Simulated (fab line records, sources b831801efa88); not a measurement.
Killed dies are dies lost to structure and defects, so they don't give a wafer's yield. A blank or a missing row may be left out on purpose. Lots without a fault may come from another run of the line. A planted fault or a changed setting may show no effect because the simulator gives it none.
Problem report in the 8D (eight disciplines) form, filled by code | flow sfq_line | the parts of the form that need people (team, actions taken, sign-off) are left out

1. THE PROBLEM
platen_temp_c at SFQ_TRILAYER_M5_STRIP_STRIP_127 reads a mean of 40.62 C on 2 wafers of 1 lot; wafers without a fault read 40.02 C with a standard deviation of 0.12. That is +5.0 standard deviations from the usual mean.
The step: strips in O2.
First seen on wafer L897.4, day 68 15:05, on rie_metal-03. The record holds 39 wafers of 13 lots with a number at this step. Rule for "out", or "out of limits": more than 4 standard deviations from the usual mean. The other wafers with a number count as sound.

2. WHAT IT IS AND WHAT IT IS NOT
question                    | is                | is not
which readings at this step | platen_temp_c     | drypump_motor_current_A, oes_product_au
which lots                  | L897              | L887, L888, L889, L890, L891, L892, L895, L902, L903, L905, L906, L908
which wafers of those lots  | L897.4, L897.5    | L897.3
read on which tools         | rie_metal-03      | rie_metal-01, rie_metal-04
when                        | from day 68 15:05 | up to then (22 sound wafers); but 15 sound wafers of L902, L903, L905, L906, L908 came after

3. SUSPECTS, AND WHAT RULES EACH OUT
Counting: a tool at a process step up to the reading stays a suspect if it ran every lot that is out. Sound lots after the first of them don't rule it out here, since some wafers of a struck lot are sound.
- rie_metal-03 at SFQ_TRILAYER_M5_STRIP_STRIP_127 (strips in O2): kept. It ran the lot that is out, L897 (day 68 15:05); its last sound lot up to then is L895 (day 68 12:41). Its own readings are out on those wafers: platen_temp_c.
- Within rie_metal-03 at SFQ_TRILAYER_M5_STRIP_STRIP_127: the wafers that are out ran in chamber 0; their sound lot-mates ran in chamber 1.
Left after counting: rie_metal-03 at SFQ_TRILAYER_M5_STRIP_STRIP_127.

4. THE CAUSE (what the simulator had put in)
Process parameter drift: rie_metal-03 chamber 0, from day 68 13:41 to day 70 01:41, at SFQ_TRILAYER_M5_STRIP_STRIP_127. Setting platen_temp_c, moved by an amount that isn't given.
Counting left only this tool.

5. THE CHAIN OF EFFECTS, in route order
Each row: a reading whose mean over the struck wafers that have a number lies more than 3 standard deviations from the usual. Only readings for which the record gives a usual standard deviation are gone through. hours: the time from each lot's start at the first step in this table that gives one to its start at this step, as a median over the lots. sigmas: the change in usual standard deviations.
hours | step                            | reading       | usual   | on struck wafers | change | sigmas
0     | SFQ_TRILAYER_M5_STRIP_STRIP_127 | platen_temp_c | 40.02 C | 40.62            | +0.59  | +5.0
The process steps in it:
- SFQ_TRILAYER_M5_STRIP_STRIP_127: strips in O2.

6. WHAT WOULD HAVE CAUGHT IT SOONER
In this record the first reading out of limits was taken at day 68 15:05, 1 hour after the fault began at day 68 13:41.
